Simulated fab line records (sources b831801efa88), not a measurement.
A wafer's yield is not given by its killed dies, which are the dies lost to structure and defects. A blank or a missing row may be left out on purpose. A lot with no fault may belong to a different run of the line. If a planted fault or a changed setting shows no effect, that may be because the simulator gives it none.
The tool behind it: which one? | flow gf180mcu | 13 lots with 39 wafers sampled at 5 steps, on a route of 602 steps

== WHAT EACH GAUGE READ, for each wafer ==
GF_STI_THK_MEAS_22.
lot  | measured    | on            | STI_OXIDATION_01_THK (nm)
L684 | day 2 11:45 | film_metro-04 | 15.3 14.9 14.9
L685 | day 2 12:53 | film_metro-03 | 15.3 15.3 15.0
L686 | day 2 18:18 | film_metro-03 | 15.0 15.2 14.9
L687 | day 3 02:58 | film_metro-04 | 14.9 15.2 15.0
L688 | day 3 04:46 | film_metro-02 | 15.2 15.4 15.4
L689 | day 3 10:59 | film_metro-03 | 14.7 14.4 14.9
L690 | day 3 15:18 | film_metro-04 | 15.3 15.0 15.0
L692 | day 4 01:17 | film_metro-04 | 15.1 15.2 15.1
L695 | day 4 18:04 | film_metro-03 | 15.7 15.7 15.6
L696 | day 4 23:58 | film_metro-03 | 14.7 14.8 14.6
L697 | day 5 03:15 | film_metro-04 | 15.3 15.2 15.4
L701 | day 5 23:38 | film_metro-04 | 15.0 15.4 14.8
L704 | day 6 15:33 | film_metro-02 | 15.1 15.3 15.4

GF_HV_LDD_TW_MEAS_23.
lot  | measured     | on            | HV_LDD_2_TW
L684 | day 11 03:20 | film_metro-03 | 1058 1059 1056
L685 | day 11 10:59 | film_metro-02 | 1049 1046 1051
L686 | day 11 14:01 | film_metro-03 | 1057 1052 1056
L687 | day 12 01:52 | film_metro-01 | 1052 1051 1051
L688 | day 12 06:42 | film_metro-03 | 1063 1062 1053
L689 | day 12 15:17 | film_metro-02 | 1061 1051 1056
L690 | day 12 20:51 | film_metro-03 | 1056 1058 1062
L692 | day 13 14:23 | film_metro-01 | 1057 1052 1056
L695 | day 14 16:41 | film_metro-03 | 1053 1046 1054
L696 | day 14 21:34 | film_metro-01 | 1043 1043 1042
L697 | day 15 04:38 | film_metro-01 | 1037 1038 1038
L701 | day 16 09:23 | film_metro-01 | 1055 1052 1053
L704 | day 17 07:35 | film_metro-01 | 1050 1046 1050

GF_CONTACT_THK_MEAS_26: measures by xrf.
lot  | measured     | on            | CONTACT_W_THK (nm)
L684 | day 16 12:23 | film_metro-01 | 293 288 294
L685 | day 16 21:50 | film_metro-01 | 300 299 291
L686 | day 16 23:56 | film_metro-01 | 299 286 292
L687 | day 17 16:48 | film_metro-02 | 295 297 301
L688 | day 18 00:14 | film_metro-01 | 296 293 289
L689 | day 18 10:12 | film_metro-01 | 291 291 293
L690 | day 18 15:49 | film_metro-03 | 304 293 295
L692 | day 19 12:22 | film_metro-02 | 302 299 305
L695 | day 20 18:37 | film_metro-01 | 290 295 293
L696 | day 21 00:19 | film_metro-02 | 301 304 304
L697 | day 21 07:53 | film_metro-02 | 294 298 289
L701 | day 22 15:28 | film_metro-01 | 298 300 299
L704 | day 23 14:01 | film_metro-01 | 300 298 295

== EACH LOT AND THE TOOL THAT RAN IT (in order: tool; ch and the chambers of the sampled wafers; start) ==
lot  | GF_HV_LDD_IMPLANT_21            | GF_NSD_STRIP_11
L684 | implanter-03 ch 0, day 11 03:07 | plasma_asher-04 ch 0,1, day 13 17:17
L685 | implanter-01 ch 0, day 11 10:46 | plasma_asher-03 ch 0,1, day 14 01:16
L686 | implanter-03 ch 0, day 11 13:46 | plasma_asher-02 ch 0,1, day 14 05:04
L687 | implanter-01 ch 0, day 12 01:38 | plasma_asher-04 ch 0, day 14 18:10
L688 | implanter-02 ch 0, day 12 06:29 | plasma_asher-03 ch 0,1, day 15 00:23
L689 | implanter-01 ch 0, day 12 15:04 | plasma_asher-03 ch 0,1, day 15 09:50
L690 | implanter-03 ch 0, day 12 20:36 | plasma_asher-03 ch 0,1, day 15 15:56
L692 | implanter-03 ch 0, day 13 14:10 | plasma_asher-03 ch 0,1, day 16 10:22
L695 | implanter-02 ch 0, day 14 16:26 | plasma_asher-03 ch 0,1, day 17 14:59
L696 | implanter-02 ch 0, day 14 21:19 | plasma_asher-03 ch 0,1, day 17 20:37
L697 | implanter-02 ch 0, day 15 04:23 | plasma_asher-03 ch 1, day 18 04:14
L701 | implanter-01 ch 0, day 16 09:08 | plasma_asher-03 ch 0,1, day 19 12:46
L704 | implanter-01 ch 0, day 17 07:22 | plasma_asher-04 ch 0,1, day 20 12:07
- GF_HV_LDD_IMPLANT_21
- GF_NSD_STRIP_11: strips in O2/N2.

== WHAT THE TOOLS THEMSELVES READ (means of the sampled wafers that have a number; where no wafer has one, the mark that the record gives instead) ==
GF_HV_LDD_IMPLANT_21.
lot  | tool         | dose_ions_cm2 | faraday_current_uA
L684 | implanter-03 | 4.990e+13     | 284
L685 | implanter-01 | 5.007e+13     | 285
L686 | implanter-03 | 4.996e+13     | 282
L687 | implanter-01 | 5.003e+13     | 283
L688 | implanter-02 | 5.000e+13     | 280
L689 | implanter-01 | 5.005e+13     | 277
L690 | implanter-03 | 5.002e+13     | 286
L692 | implanter-03 | 4.998e+13     | 280
L695 | implanter-02 | 4.997e+13     | 276
L696 | implanter-02 | 4.725e+13     | 271
L697 | implanter-02 | 4.731e+13     | 268
L701 | implanter-01 | 5.000e+13     | 283
L704 | implanter-01 | 4.997e+13     | 283

GF_NSD_STRIP_11.
lot  | tool            | drypump_motor_current_A (A) | heater_power_w (W) | n2_flow_sccm (sccm) | oes_product_au (a.u.) | strip_time_to_endpoint_s (s)
L684 | plasma_asher-04 | 5.67                        | 394                | 299.4               | 0.491                 | 22.76
L685 | plasma_asher-03 | 5.74                        | 363                | 298.8               | 0.488                 | 22.76
L686 | plasma_asher-02 | 5.62                        | 356                | 299.9               | 0.489                 | 22.78
L687 | plasma_asher-04 | 5.70                        | 414                | 300.0               | 0.489                 | 22.78
L688 | plasma_asher-03 | 5.92                        | 361                | 300.3               | 0.490                 | 22.79
L689 | plasma_asher-03 | 5.74                        | 365                | 300.1               | 0.488                 | 22.77
L690 | plasma_asher-03 | 5.73                        | 365                | 300.3               | 0.491                 | 22.77
L692 | plasma_asher-03 | 5.72                        | 363                | 300.4               | 0.488                 | 22.79
L695 | plasma_asher-03 | 5.89                        | 355                | 299.4               | 0.487                 | 22.73
L696 | plasma_asher-03 | 5.92                        | 361                | 300.3               | 0.489                 | 22.69
L697 | plasma_asher-03 | 6.07                        | 355                | 299.5               | 0.488                 | 22.73
L701 | plasma_asher-03 | 5.74                        | 369                | 300.4               | 0.491                 | 22.72
L704 | plasma_asher-04 | 5.64                        | 365                | 299.3               | 0.486                 | 22.76

== THE ANSWER, worked out from the rows above alone ==
Rule: the usual values come from the lots themselves. The widest of any qualifying gaps counts: lots, ordered by their means at a reading, are off when they make up no more than a third of the lots, leave a main group of 4 or more, and stand apart from it by 3 or more times the standard deviation of that group's means. A main group whose means are all the same, to the digits that the tables above print for the reading, isn't used. A lot without any number at a reading at which 4 lots or more have one is off too. Where the step has rows for the other lots, those lots are counted as sound. The gauges are gone through in route order, then the tools' own readings, and for those a lot's mean is taken as printed above. The first step at which some lot is off is used, and at that step the reading that is off furthest; a lot without a number counts as furthest.
Off, at GF_HV_LDD_IMPLANT_21 on dose_ions_cm2: L696, L697. The main group has a mean of 5.000e+13 with a standard deviation of 4.5e+10.
A tool fits if, at that step or a process step before it, it ran every lot that is off, and no sound lot after the first of them. One candidate fits, namely implanter-02 at GF_HV_LDD_IMPLANT_21. Its last sound lot is L695 (day 14 16:26), its first lot that is off L696 (day 14 21:19): a fault that began between those two fits.
On the lots that are off, the tool's own readings at GF_HV_LDD_IMPLANT_21 differ by more than 5 times the standard deviation of the sound lots' means, which bears it out; dose_ions_cm2 reads 4.728e+13 there versus 5.000e+13 on the sound lots.

== WHAT THE SIMULATOR PUT IN ==
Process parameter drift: implanter-02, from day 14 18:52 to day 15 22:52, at GF_HV_LDD_IMPLANT_21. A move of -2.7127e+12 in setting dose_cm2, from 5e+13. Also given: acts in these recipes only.
Shown lots that were struck: L696, L697. The rule above reached the same finding.
